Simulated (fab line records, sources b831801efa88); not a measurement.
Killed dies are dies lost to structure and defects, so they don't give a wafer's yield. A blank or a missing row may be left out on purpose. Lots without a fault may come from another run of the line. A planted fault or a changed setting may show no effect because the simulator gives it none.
fab line records | flow sky130
record lots=7 wafers=21 last_day=50
route steps=708 shown VIA3@585
lots that met no fault: from a run of the same line without faults
start_h: hours from the record's first day to the start of the lot's first wafer shown | wait_h: hours since the lot's step before | " the same as in the row above | L1.1+2: a row that stands for several wafers | - no value, or no start given | * or withheld: withheld | < > ~ a bound
route shown NAME@n: a module of which the file shows steps, and the number in the route of the first | usual: mean/standard deviation of fault-free wafers | same: alike in all rows | chamber/n: place in a boat | sites: the reading at each site | _std_site: their standard deviation | _edge_site: outer sites' mean less inner sites' | radius_mm: how far each site lies from the wafer's centre | mask NAME#n: copy n | behind: the tool/chamber that last shaped the wafer | hold: why the lot was held/for how many hours/how that ended | device: the transistor (n, p or np) that didn't switch | end of line: the same wafers' tests at the end of the route | a step without rows: its recipe alone | killed: dies lost to structure and defects at the first sort, not the wafer's yield | map: a wafer's dies, x killed, . not, _ none there
set.NAME: the setting as run; set.NAME@STEP: as run at that earlier step | model.NAME: the simulator's own value behind a step, which no gauge read
lots at some steps of the route; a table a step, a row a wafer
services: from which hour (start_h, from the record's first day; less than 0 if before it) a tool's chamber was out of use, for how many hours, and why
## steps
# step SKY_VIA3_CD_MEAS_12
# recipe target_cd_nm=200
# usual cd_nm=200.3/1.5
# columns lot.wafer tool chamber start_h wait_h cd_nm
L279.2 cd_sem-01 - 933.96 - 200.8
L279.3 " - " " 199.7
L279.5 " - " " 201.1
L290.3 cd_sem-02 - 1002.21 - 201.6
L290.4 " - " " 200.7
L290.5 " - " " 200.2
L291.1 cd_sem-02 - 1015.47 - 204.2
L291.3 " - " " 204.1
L291.5 " - " " 202.1
L292.1 cd_sem-02 - 1016.59 - 200.9
L292.3 " - " " 200.5
L292.4 " - " " 200.1
L295.1 cd_sem-02 - 1041.27 - 201.8
L295.2 " - " " 201.7
L295.4 " - " " 201.7
L300.3 cd_sem-02 - 1067.38 - 201.6
L300.4 " - " " 202.5
L300.6 " - " " 202.1
L302.2 cd_sem-02 - 1078.04 - 199.5
L302.4 " - " " 199.3
L302.6 " - " " 199.5
# step SKY_VIA3_OVL_MEAS_13
# usual VIA3_OVL=-1/5.2
# columns lot.wafer tool chamber start_h wait_h VIA3_OVL[nm]
L279.2 overlay-02 - 934.07 0.1 -13
L279.3 " - " " -16
L279.5 " - " " -6
L290.3 overlay-02 - 1002.31 0.1 2
L290.4 " - " " 2
L290.5 " - " " 2
L291.1 overlay-01 - 1015.59 0.1 -9
L291.3 " - " " 0
L291.5 " - " " 1
L292.1 overlay-01 - 1016.71 0.1 -3
L292.3 " - " " 4
L292.4 " - " " -6
L295.1 overlay-01 - 1041.39 0.1 4
L295.2 " - " " 0
L295.4 " - " " -2
L300.3 overlay-02 - 1067.47 0.1 -7
L300.4 " - " " -6
L300.6 " - " " -5
L302.2 overlay-02 - 1078.15 0.1 1
L302.4 " - " " -3
L302.6 " - " " -4
# step SKY_VIA3_ETCH_14
# recipe chemistry=N2/H2 target=BARC ion_energy_ev=200 source_w=500 bias_w=100 pressure_mtorr=30 n2_flow_sccm=100 h2_flow_sccm=200 stop_on=SiO2 time_s=45.9 target_depth_a=600
# usual drypump_motor_current_A=5.6/0.45 oes_product_au=0.854/0.0048 throttle_valve_pct=13.223/0.01
# columns lot.wafer tool chamber start_h wait_h drypump_motor_current_A oes_product_au rf_hours_counter_h throttle_valve_pct
L279.2 rie_diel-02 3 934.10 0.0 5.7 0.854 2 13.220
L279.3 " 2 " " 5.9 0.848 17 13.214
L279.5 " 1 " " 5.4 0.856 - 13.223
L290.3 rie_diel-02 2 1002.33 0.0 5.8 0.860 19 13.232
L290.4 " 3 " " 5.6 0.859 4 13.225
L290.5 " 3 " " 5.6 0.854 - 13.220
L291.1 rie_diel-01 0 1015.63 0.0 5.0 0.849 20 13.242
L291.3 " 3 " " 5.1 0.856 12 13.219
L291.5 " 1 " " 5.2 0.848 - 13.207
L292.1 rie_diel-02 0 1016.75 0.0 6.5 0.855 5 13.217
L292.3 " 3 " " 5.6 0.853 4 13.209
L292.4 " 2 " " 5.8 0.852 20 13.217
L295.1 rie_diel-01 1 1041.43 0.0 5.2 0.848 3 13.212
L295.2 " 3 " " 5.0 0.851 13 13.213
L295.4 " 0 " " 4.9 0.850 21 13.204
L300.3 rie_diel-04 2 1067.50 0.0 5.6 0.848 17 13.223
L300.4 " 1 " " 5.9 0.854 0 13.232
L300.6 " 1 " " 5.9 0.858 - 13.244
L302.2 rie_diel-02 2 1078.18 0.0 5.8 0.859 22 13.217
L302.4 " 3 " " 5.7 0.855 6 13.209
L302.6 " 1 " " 5.5 0.854 - 13.238
# step SKY_VIA3_ETCH_15
# recipe target=SiO2 chemistry=C4F8/O2/Ar target_depth_nm=507 stop_on=TiN mask_material=KrF-thick source_w=1500 bias_w=1200 pressure_mtorr=40 c4f8_flow_sccm=withheld O2_flow_sccm=6 Ar_flow_sccm=300 time_s=78
# usual oes_product_au=0.946/0.0041
# columns lot.wafer tool chamber start_h wait_h oes_product_au rf_hours_counter_h
L279.2 rie_diel-02 3 934.14 0.0 0.950 2
L279.3 " 2 " " 0.943 17
L279.5 " 1 " " 0.936 -
L290.3 rie_diel-02 2 1002.37 0.0 0.952 19
L290.4 " 3 " " 0.946 4
L290.5 " 3 " " 0.943 -
L291.1 rie_diel-01 0 1015.67 0.0 0.945 20
L291.3 " 3 " " 0.944 12
L291.5 " 1 " " 0.947 -
L292.1 rie_diel-02 0 1016.79 0.0 0.946 5
L292.3 " 3 " " 0.941 4
L292.4 " 2 " " 0.947 20
L295.1 rie_diel-01 1 1041.47 0.0 0.943 3
L295.2 " 3 " " 0.946 13
L295.4 " 0 " " 0.947 21
L300.3 rie_diel-04 2 1067.54 0.0 0.944 17
L300.4 " 1 " " 0.939 0
L300.6 " 1 " " 0.943 -
L302.2 rie_diel-02 2 1078.22 0.0 0.942 22
L302.4 " 3 " " 0.943 6
L302.6 " 1 " " 0.950 -
# step SKY_VIA3_STRIP_16
# recipe chemistry=O2/N2 power_w=1400 pressure_mtorr=1500 platen_temp_c=withheld o2_flow_sccm=3000 n2_flow_sccm=300 overash_fraction=0.5
# usual drypump_motor_current_A=5.8/0.31 oes_product_au=0.402/0.0049 strip_time_to_endpoint_s=4.125/0.024
# columns lot.wafer tool chamber start_h wait_h drypump_motor_current_A oes_product_au rf_hours_counter_h strip_time_to_endpoint_s
L279.2 plasma_asher-02 1 934.20 0.0 5.3 0.412 18 4.149
L279.3 " 1 " " 5.3 0.404 - 4.109
L279.5 " 0 " " 5.7 0.407 - 4.153
L290.3 plasma_asher-03 0 1002.47 0.1 5.9 0.395 - 4.103
L290.4 " 1 " " 6.2 0.407 - 4.097
L290.5 " 1 " " 6.2 0.405 - 4.131
L291.1 plasma_asher-03 0 1015.73 0.0 5.9 0.394 119 4.128
L291.3 " 0 " " 6.0 0.397 - 4.129
L291.5 " 0 " " 5.9 0.409 - 4.125
L292.1 plasma_asher-01 0 1016.85 0.0 5.4 0.390 59 4.170
L292.3 " 1 " " 6.0 0.406 - 4.140
L292.4 " 0 " " 5.4 0.406 - 4.133
L295.1 plasma_asher-03 1 1041.53 0.0 6.2 0.405 122 4.147
L295.2 " 0 " " 6.0 0.403 122 4.149
L295.4 " 0 " " 5.9 0.413 - 4.142
L300.3 plasma_asher-02 0 1067.63 0.1 5.7 0.406 - 4.112
L300.4 " 1 " " 5.3 0.395 - 4.129
L300.6 " 0 " " 5.8 0.398 - 4.125
L302.2 plasma_asher-03 1 1078.28 0.0 6.2 0.404 1 4.118
L302.4 " 0 " " 5.9 0.405 - 4.115
L302.6 " 0 " " 6.0 0.405 - 4.108
# step SKY_VIA3_STRIP_17
# recipe chemistry=post_etch_residue_remover time_s=1200 temp_c=72.5
# step SKY_VIA3_CLEAN_18
# recipe chemistry=IPA time_s=180 temp_c=25
# step SKY_VIA3_CLEAN_19
# recipe chemistry=O3/DIW dry=n2_spin
# step SKY_VIA3_SPUTTER_20
# recipe material=TiN target_thk_nm=20 chamber_pressure_pa=5 power_w=4000 time_s=80
# usual throttle_valve_pct=29.7/0.64
# columns lot.wafer tool chamber start_h wait_h throttle_valve_pct
L279.2 pvd_sputter-02 - 934.88 0.0 29.4
L279.3 " - " " 30.7
L279.5 " - " " 29.9
L290.3 pvd_sputter-03 - 1003.02 0.0 29.2
L290.4 " - " " 29.6
L290.5 " - " " 30.7
L291.1 pvd_sputter-01 - 1016.32 0.0 30.1
L291.3 " - " " 29.1
L291.5 " - " " 30.0
L292.1 pvd_sputter-02 - 1017.45 0.0 30.3
L292.3 " - " " 30.0
L292.4 " - " " 29.5
L295.1 pvd_sputter-02 - 1042.17 0.0 30.2
L295.2 " - " " 30.8
L295.4 " - " " 29.6
L300.3 pvd_sputter-02 - 1068.19 0.0 30.2
L300.4 " - " " 29.6
L300.6 " - " " 30.9
L302.2 pvd_sputter-01 - 1078.91 0.0 29.7
L302.4 " - " " 30.3
L302.6 " - " " 29.0
# step SKY_VIA3_CVD_21
# recipe material=W target_thk_nm=390 time_s=117.31 temp_c=400 pressure_torr=40
# usual heater_power_w=846/90
# columns lot.wafer tool chamber start_h wait_h heater_power_w
L279.2 cvd_w-01 1 934.94 0.0 849
L279.3 " 0 " " 762
L279.5 " 1 " " 855
L290.3 cvd_w-02 0 1003.13 0.1 757
L290.4 " 1 " " 972
L290.5 " 0 " " 730
L291.1 cvd_w-02 1 1016.39 0.0 996
L291.3 " 0 " " 765
L291.5 " 0 " " 750
L292.1 cvd_w-01 1 1017.51 0.0 844
L292.3 " 0 " " 793
L292.4 " 1 " " 863
L295.1 cvd_w-01 1 1042.23 0.0 854
L295.2 " 0 " " 785
L295.4 " 0 " " 784
L300.3 cvd_w-02 0 1068.29 0.1 740
L300.4 " 1 " " 997
L300.6 " 0 " " 769
L302.2 cvd_w-02 0 1078.98 0.0 767
L302.4 " 1 " " 994
L302.6 " 0 " " 776
# step SKY_VIA3_RS_MEAS_22
# recipe thk_meas_gauge=four-point-probe reads=W_of_VIA3_CVD_21+TiN_of_VIA3_SPUTTER_20
# usual VIA3_W_RS=0.295/0.0049
# columns lot.wafer tool chamber start_h wait_h VIA3_W_RS[ohm/sq]
L279.2 film_metro-04 - 935.08 0.1 0.293
L279.3 " - " " 0.290
L279.5 " - " " 0.294
L290.3 film_metro-04 - 1003.25 0.1 0.304
L290.4 " - " " 0.299
L290.5 " - " " 0.300
L291.1 film_metro-03 - 1016.51 0.1 0.298
L291.3 " - " " 0.297
L291.5 " - " " 0.301
L292.1 film_metro-03 - 1017.63 0.1 0.294
L292.3 " - " " 0.290
L292.4 " - " " 0.294
L295.1 film_metro-03 - 1042.35 0.1 0.296
L295.2 " - " " 0.290
L295.4 " - " " 0.291
L300.3 film_metro-03 - 1068.41 0.1 0.293
L300.4 " - " " 0.297
L300.6 " - " " 0.297
L302.2 film_metro-01 - 1079.12 0.1 0.291
L302.4 " - " " 0.297
L302.6 " - " " 0.293
# step SKY_VIA3_THK_MEAS_23
# recipe thk_meas_gauge=xrf reads=W_of_VIA3_CVD_21
# usual VIA3_W_THK=379/7.1
# columns lot.wafer tool chamber start_h wait_h VIA3_W_THK[nm]
L279.2 film_metro-04 - 935.19 0.1 383
L279.3 " - " " 392
L279.5 " - " " 382
L290.3 film_metro-04 - 1003.35 0.1 372
L290.4 " - " " 376
L290.5 " - " " 376
L291.1 film_metro-03 - 1016.63 0.1 371
L291.3 " - " " 372
L291.5 " - " " 370
L292.1 film_metro-03 - 1017.75 0.1 376
L292.3 " - " " 383
L292.4 " - " " 378
L295.1 film_metro-03 - 1042.47 0.1 376
L295.2 " - " " 381
L295.4 " - " " 382
L300.3 film_metro-03 - 1068.51 0.1 377
L300.4 " - " " 368
L300.6 " - " " 374
L302.2 film_metro-01 - 1079.23 0.1 384
L302.4 " - " " 378
L302.6 " - " " 381
# step SKY_VIA3_CMP_24
# recipe stop_on=SiO2 t_overpolish_s=20 down_force_psi=3.5 platen_rpm=60 target_thk_nm=0 pad_velocity_m_s=0.94248
# usual edge_zone_pressure_frac=1.000/0.0053 head_pressure_psi=3.499/0.0083 motor_current_A=10.2/0.65 overpolish_run_s=20.000/0.009 retaining_ring_pressure_frac=0.999/0.0051 slurry_filter_dp_kPa=13.50/0.14 time_to_endpoint_s=94/4
# columns lot.wafer tool chamber start_h wait_h edge_zone_pressure_frac head_pressure_psi motor_current_A overpolish_run_s retaining_ring_pressure_frac slurry_filter_dp_kPa time_to_endpoint_s model.W_of_VIA3_CVD_21.thk_nm model.SiO2_of_VIA3_HDPCVD_00.thk_nm
L279.2 cmp-02 0 935.24 0.0 0.993 3.502 10.1 19.986 1.007 13.43 95 0 460.9
L279.3 " 2 " " 0.998 3.488 9.9 20.003 1.006 13.42 93 0 459.2
L279.5 " 1 " " 1.001 3.505 10.9 19.999 1.000 13.73 91 0 459.8
L290.3 cmp-02 2 1003.39 0.0 - - - - - - - 377.8 464
L290.4 " 0 " " - - - - - - - 382.2 464.1
L290.5 " 3 " " - - - - - - - 381.4 465.3
L291.3 cmp-01 0 1016.74 0.1 - - - - - - - 385.5 463
L291.1 " 1 " " - - - - - - - 384.2 464.6
L291.5 " 0 " " - - - - - - - 381.1 464.8
L292.3 cmp-01 3 1017.81 0.0 - - - - - - - 394.9 465
L292.4 " 1 " " - - - - - - - 390.1 465.2
L292.1 " 2 " " - - - - - - - 389.4 464.9
L295.2 cmp-02 2 1042.71 0.2 0.997 3.512 9.7 19.999 0.999 13.35 100 0 460.3
L295.4 " 3 " " 1.002 3.506 9.1 19.998 1.000 13.51 95 0 457.8
L295.1 " 0 " " 0.997 3.487 9.8 20.002 0.992 13.44 96 0 459.9
L300.4 cmp-02 2 1068.55 0.0 0.999 3.504 9.6 20.010 0.996 13.54 97 0 459.7
L300.3 " 0 " " 1.007 3.497 9.8 19.993 1.004 13.61 95 0 460.7
L300.6 " 3 " " 1.012 3.487 9.3 19.992 1.000 13.63 94 0 460.7
L302.2 cmp-02 2 1079.33 0.1 1.003 3.491 10.1 19.989 0.999 13.50 95 0 459.8
L302.4 " 3 " " 1.001 3.497 9.4 20.012 0.997 13.68 95 0 460
L302.6 " 2 " " 1.008 3.481 9.8 19.996 0.995 13.51 97 0 460.6
## services
# columns tool chamber start_h hours kind
cmp-01 - 912.00 4.0 pm
rie_diel-04 - 916.41 2.0 repair
rie_diel-01 3 918.59 4.7 repair
cvd_w-01 - 919.31 1.0 repair
rie_diel-01 1 933.60 - clean
rie_diel-01 1 933.60 21.8 scheduled_down
rie_diel-01 1 933.60 21.8 vent_cycle
pvd_sputter-02 - 942.36 10.4 repair
cvd_w-02 - 953.39 1.9 repair
rie_diel-01 1 971.73 6.4 repair
rie_diel-01 0 999.77 8.9 repair
cmp-02 - 1004.17 2.8 repair
plasma_asher-01 - 1006.28 4.5 repair
pvd_sputter-03 - 1023.47 59.0 repair
cmp-01 - 1033.35 2.7 repair
cmp-01 - 1035.60 2.1 repair
cmp-02 - 1038.21 4.4 pm
pvd_sputter-02 1 1051.62 - consumable_replace:kit
pvd_sputter-02 1 1051.62 18.0 scheduled_down
rie_diel-04 2 1052.98 7.2 repair
plasma_asher-02 - 1053.40 0.8 repair
plasma_asher-03 - 1055.27 9.0 pm
cmp-02 - 1062.61 0.8 repair
plasma_asher-03 - 1071.02 1.8 repair
## key
first_sign step=SKY_VIA3_CMP_24 reading=tool_record direction=missing
effect none on later readings
model_effect step=SKY_VIA3_CMP_24 value=W_of_VIA3_CVD_21.thk_nm without=0 struck=385.2
met_at SKY_VIA3_CMP_24
struck_wafers L290.3,L290.4,L290.5,L291.1,L291.3,L291.5,L292.1,L292.3,L292.4
later_rows_left_out L290.3,L290.4,L290.5,L291.1,L291.3,L291.5,L292.1,L292.3,L292.4
sort_left_out L290.3,L290.4,L290.5,L291.1,L291.3,L291.5,L292.1,L292.3,L292.4
onset_between 935.24 1003.39
fault kind=skipped_step_whole tool=cmp-01,cmp-02 chamber=- onset_h=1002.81 steps=SKY_VIA3_CMP_24 scope=struck_lots_only
# sort_left_out: the simulated sort isn't trusted on such a fault, so these wafers' sort isn't shown, and their yield isn't known
# later_rows_left_out: the simulator's readings of these wafers behind a module that went badly wrong aren't trusted and aren't shown, but for the sort
